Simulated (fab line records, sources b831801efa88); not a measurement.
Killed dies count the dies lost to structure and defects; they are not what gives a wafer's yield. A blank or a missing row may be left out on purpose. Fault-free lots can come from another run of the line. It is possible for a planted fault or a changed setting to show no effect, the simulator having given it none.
A struck lot beside a sound one + flow sky130 + 35 steps out of a route of 708
Sound: wafers L220.3, L220.4, L220.5. Struck: wafer L235.1. (L235.4, L235.6 of the same lot were not struck and are left out.) The cause comes at the end.
For every step that has rows: the tool of each side, followed by ch and its chambers, followed by its first start. Under that, the readings that differ: sound wafers + struck wafers + difference of the means + sigmas: that difference in standard deviations of wafers without a fault.
alike: readings whose means differ by less than 2 such deviations, and words and numbers that are the same on both sides. not compared: withheld readings, readings that some wafer has no value for, bounds like >300 that may hide the same value, and numbers for which the record gives no deviation and whose values overlap.
Wherever a step has rows on one side only, a row that says differs or no value, or a row with sigmas, the two part there. Numbers that don't overlap but have no deviation are shown without sigmas and don't part them. Lack of a reading on every wafer of one side parts them only where that side has two or more wafers.

first, 10 steps without rows for these wafers: SKY_METAL1_HMDS_08 (prime time 60 s); SKY_METAL1_COAT_09 (resist thk 60 nm); SKY_METAL1_COAT_10 (resist thk 450 nm); SKY_METAL1_SOFTBAKE_11 (time 90 s); SKY_METAL1_EXPOSE_12 (exposes mask MM1, target cd 140 nm); SKY_METAL1_PEB_13; SKY_METAL1_DEVELOP_14 (develop time 60 s); SKY_METAL1_DESCUM_17 (chemistry O2, time 8 s); SKY_METAL1_ETCH_18 (etches BARC in N2/H2, stops on SiO2, time 45.9 s, target depth 60 nm); SKY_METAL1_METAL_ETCH_19 (etches the open film in Cl2/BCl3, stops on SiO2, target depth 360 nm, time 79.16 s).
SKY_METAL1_STRIP_20: strips in O2/N2.
  sound on plasmaAsher-03 ch 0,1, day 32 18:50; struck on plasmaAsher-03 ch 0, day 37 20:25
| reading                      | sound                | struck | difference                   | sigmas |
|------------------------------|----------------------|--------|------------------------------|--------|
| chamberPressureMTorr (mTorr) | 1500.6 1497.9 1500.5 | 1502.5 | +2.8                         | +2     |
| rfHoursCounterH (h)          | - - -                | 79     | no value on the sound wafers |        |
  alike: drypumpMotorCurrentA, o2FlowSccm, oesProductAu, stripTimeToEndpointS
then, 23 steps without rows for these wafers: SKY_METAL1_STRIP_21 (strips in post etch residue remover, time 1200 s); SKY_METAL1_CLEAN_22 (cleans in IPA, time 180 s); SKY_METAL1_CLEAN_23 (cleans in O3/DIW); SKY_VIA1_HDPCVD_00 (deposits SiO2, target thk 1030 nm, time 171.7 s); SKY_VIA1_CMP_02 (polishes SiO2); SKY_VIA1_DEHYDRATE_04 (time 60 s); SKY_VIA1_HMDS_05 (prime time 60 s); SKY_VIA1_COAT_06 (resist thk 60.62 nm); SKY_VIA1_COAT_07 (resist thk 450 nm); SKY_VIA1_SOFTBAKE_08 (time 90 s); SKY_VIA1_EXPOSE_09 (exposes mask VIM, target cd 150 nm); SKY_VIA1_PEB_10; SKY_VIA1_DEVELOP_11 (develop time 60 s); SKY_VIA1_ETCH_14 (etches BARC in N2/H2, stops on SiO2, time 45.9 s, target depth 60 nm); SKY_VIA1_ETCH_15 (etches SiO2 in C4F8/O2/Ar, stops on TiN, target depth 351 nm, time 54 s); SKY_VIA1_STRIP_16 (strips in O2/N2); SKY_VIA1_STRIP_17 (strips in post etch residue remover, time 1200 s); SKY_VIA1_CLEAN_18 (cleans in IPA, time 180 s); SKY_VIA1_CLEAN_19 (cleans in O3/DIW); SKY_VIA1_SPUTTER_20 (material TiN, target thk 20 nm, time 80 s); SKY_VIA1_CVD_21 (deposits W, target thk 270 nm, time 80.902 s); SKY_VIA1_CMP_24 (polishes, stops on SiO2, t overpolish 15 s, target thk 0 nm); SKY_METAL2_SPUTTER_00 (material Ti, target thk 15 nm, time 10 s).
-- the record jumps here: 12 days lie between the struck wafers' starts before and after (it left off in module METAL2 and takes up again in module PAD_OPEN, whose first step shown is number 708 of the route) --
SKY_PAD_OPEN_PROBE_99:
  sound on prober-01 at day 45 21:17; struck on prober-01 at day 49 16:10
| reading                               | sound              | struck | difference | sigmas |
|---------------------------------------|--------------------|--------|------------|--------|
| defectLimitedYield (%)                | 83.7 83.5 86.6     | 78.7   | -5.9       | -3     |
| killed_at_M0_to_M3                    | 43 28 40           | 59     | +22        | +3     |
| killed_at_M4_up                       | 2 8 1              | 0      | -4         | -2     |
| killedDies                            | 80 81 66           | 105    | +29        | +3     |
| sort_bin_3_pad_short (%)              | 0.8 1.0 0.4        | 1.8    | +1.1       | +2     |
| sort_bin_6_memory (%)                 | 6.3 6.5 5.1        | 8.3    | +2.3       | +2     |
| sortNPass                             | 412 411 426        | 387    | -29        | -3     |
| sortYieldPct (%)                      | 83.7 83.5 86.6     | 78.7   | -5.9       | -3     |
| model.etest.tester.sortNPass          | 412 411 426        | 387    | -29        |        |
| model.etest.tester.sortYieldPct (%)   | 83.74 83.54 86.59  | 78.66  | -5.96      |        |
| model.etest.tester.sort_bin_5_pct (%) | 9.146 8.943 7.927  | 11.18  | +2.51      |        |
| model.etest.tester.sort_bin_3_pct (%) | 0.813 1.016 0.4065 | 1.829  | +1.084     |        |
  alike: killedAtContacts, killedAtFrontEnd, killedAtOther, killedOpen, killedShort, sort_bin_5_function

## WHERE THEY PART
At SKY_METAL1_STRIP_20 first; at SKY_PAD_OPEN_PROBE_99 last (within this record only).

WHY: what the simulator had put in
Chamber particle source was plasmaAsher-03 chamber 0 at SKY_METAL1_STRIP_20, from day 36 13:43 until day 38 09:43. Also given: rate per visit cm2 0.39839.
